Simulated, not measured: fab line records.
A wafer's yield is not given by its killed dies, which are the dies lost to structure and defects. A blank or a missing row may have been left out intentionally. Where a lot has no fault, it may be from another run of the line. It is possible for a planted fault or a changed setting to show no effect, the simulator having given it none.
Which tool is to blame?    flow sky130    9 lots, 27 wafers sampled, at 1 step of a route of 708

== WHAT EACH GAUGE READ, for each wafer ==
SKY_SPACER_THK_MEAS_01.
lot   measured      on             SPACER_CVD_00_THK (nm)
L544  day 23 02:10  film-metro-03  43.2 43.0 43.1
L545  day 23 20:39  film-metro-04  43.4 43.0 42.9
L547  day 24 13:31  film-metro-04  43.1 42.7 42.9
L546  day 24 15:19  film-metro-03  43.1 42.8 42.8
L548  day 24 23:27  film-metro-01  43.0 42.9 42.8
L558  day 28 12:57  film-metro-03  44.5 44.5 44.7
L560  day 28 18:06  film-metro-03  43.8 44.1 44.4
L561  day 29 00:05  film-metro-01  42.6 42.7 42.6
L567  day 31 01:34  film-metro-04  43.4 43.3 43.4

== WHICH TOOL RAN EACH LOT (tool, then ch and the chambers of the sampled wafers, then the start) ==
There is no process step in the record ahead of these readings.

== AS READ BY THE TOOLS THEMSELVES (means over the sampled wafers that have a number; for cases with no such wafer, the mark the record gives instead) ==
The record holds no such reading with a usual standard deviation.

== THE ANSWER, worked out from the rows above alone ==
Rule: usual is defined by the lots themselves. Put in order of their means at a reading, lots are off if they are a third of the lots or fewer, leave a main group of 4 or more, and stand apart from it by a gap of 3 or more times the standard deviation of the main group's means; of several such gaps the widest counts. The tables above print the reading to a certain number of digits; a main group whose means all agree to those digits is not used. A lot without any number at a reading at which 4 lots or more have one is off too. Where the step has rows for the other lots, those lots are counted as sound. First the gauges in route order, then the tools' own readings, where a lot's mean is used as printed above. At the first step where some lot is off, the reading lying furthest off is the one used; lots without a number count as furthest.
Off: at SKY_SPACER_THK_MEAS_01 (SPACER_CVD_00_THK), L558, L560. The main group: mean 43.0 nm, standard deviation 0.21.
If a tool, at a process step before that reading, ran all the lots that are off and no sound lot after the first of them, it fits. Gauges at SKY_SPACER_THK_MEAS_01: tried the same way as those tools. One fits: film-metro-03 at SKY_SPACER_THK_MEAS_01. Its last sound lot is L546 (day 24 15:19), its first lot that is off L558 (day 28 12:57): a fault that began between those two fits.

== WHAT THE SIMULATOR HAD PUT IN ==
Metrology matching offset: film-metro-03, from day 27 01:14 on, at SKY_SPACER_THK_MEAS_01. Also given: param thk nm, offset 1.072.
Shown lots that were struck: L558, L560. The rule above found the same.
